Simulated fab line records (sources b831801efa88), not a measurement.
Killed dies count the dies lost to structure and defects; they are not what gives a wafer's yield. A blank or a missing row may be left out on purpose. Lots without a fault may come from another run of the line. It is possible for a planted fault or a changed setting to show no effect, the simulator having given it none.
Comparing a struck lot with a sound one | flow sky130 | 14 steps out of a route of 708
Sound: wafers L502.4, L502.5, L502.6. The struck wafers were L512.2, L512.5, L512.6. Last of all comes the cause.
Each step with rows lists, per side, the tool, then ch with its chambers, then its first start. Under that, the readings that differ: sound wafers | struck wafers | difference of the means | sigmas: that difference in standard deviations of wafers without a fault.
alike: readings whose means differ by less than 2 such deviations, and words and numbers that are the same on both sides. not compared: withheld readings, readings that some wafer has no value for, bounds like >300 that may hide the same value, and numbers for which the record gives no deviation and whose values overlap.
A row with sigmas, a row that says differs or no value, or rows on one side alone: a step with any of these is where the two part. Numbers that don't overlap but have no deviation are shown without sigmas and don't part them. A reading missing from all wafers of one side parts the sides only when that side holds two or more wafers.

first, 3 steps without rows for these wafers: SKY_LDD_P_EXPOSE_04 (exposes mask PSDM, target cd 380 nm); SKY_LDD_P_PEB_05; SKY_LDD_P_DEVELOP_06 (develop time 60 s).
SKY_LDD_P_CD_MEAS_07: the cd target is 380 nm.
  struck on cdSem-01, day 23 22:45; sound on cdSem-01, day 20 17:22
  alike: cdNm
SKY_LDD_P_OVL_MEAS_08:
  struck on overlay-02, day 23 22:52; sound on overlay-02, day 20 17:27
reading        | sound          | struck      | difference | sigmas
LDD_P_OVL (nm) | -2.6 -1.7 -1.7 | 1.3 4.0 0.0 | +3.8       | +3
next, for these wafers, 1 step has no rows: SKY_LDD_P_IMPLANT_09.
SKY_LDD_P_STRIP_10: strips in O2/N2.
  sound on plasmaAsher-02 ch 0,1, day 20 17:39; struck on plasmaAsher-01 ch 0,1, day 23 23:02
reading                  | sound             | struck            | difference | sigmas
stripTimeToEndpointS (s) | 14.12 14.12 14.17 | 14.28 14.23 14.20 | +0.10      | +3
  alike: drypumpMotorCurrentA, oesProductAu
  not compared: rfHoursCounterH
SKY_LDD_P_TW_MEAS_11:
  struck on filmMetro-04, day 23 23:09; sound on filmMetro-04, day 20 17:45
  alike: LDD_P_TW
then, 4 steps without rows for these wafers: SKY_LDD_HVN_DEHYDRATE_00 (time 60 s); SKY_LDD_HVN_HMDS_01 (prime time 60 s); SKY_LDD_HVN_COAT_02 (resist thk 300 nm); SKY_LDD_HVN_SOFTBAKE_03 (time 60 s).
SKY_LDD_HVN_EXPOSE_04: exposes mask HVNTM, target cd 700 nm.
  sound on ilineStepper-01 ch 0, day 21 09:22; struck on ilineStepper-01 ch 0, day 24 13:47
reading | sound                   | struck                           | difference | sigmas
mask    | HVNTM#0 HVNTM#0 HVNTM#0 | HVNTM_R1#0 HVNTM_R1#0 HVNTM_R1#0 | differs    | 
next, for these wafers, 1 step has no rows: SKY_LDD_HVN_PEB_05.

WHERE THEY PART
First at SKY_LDD_P_OVL_MEAS_08; last, within this record, at SKY_LDD_HVN_EXPOSE_04.

WHY: whatever the simulator had introduced
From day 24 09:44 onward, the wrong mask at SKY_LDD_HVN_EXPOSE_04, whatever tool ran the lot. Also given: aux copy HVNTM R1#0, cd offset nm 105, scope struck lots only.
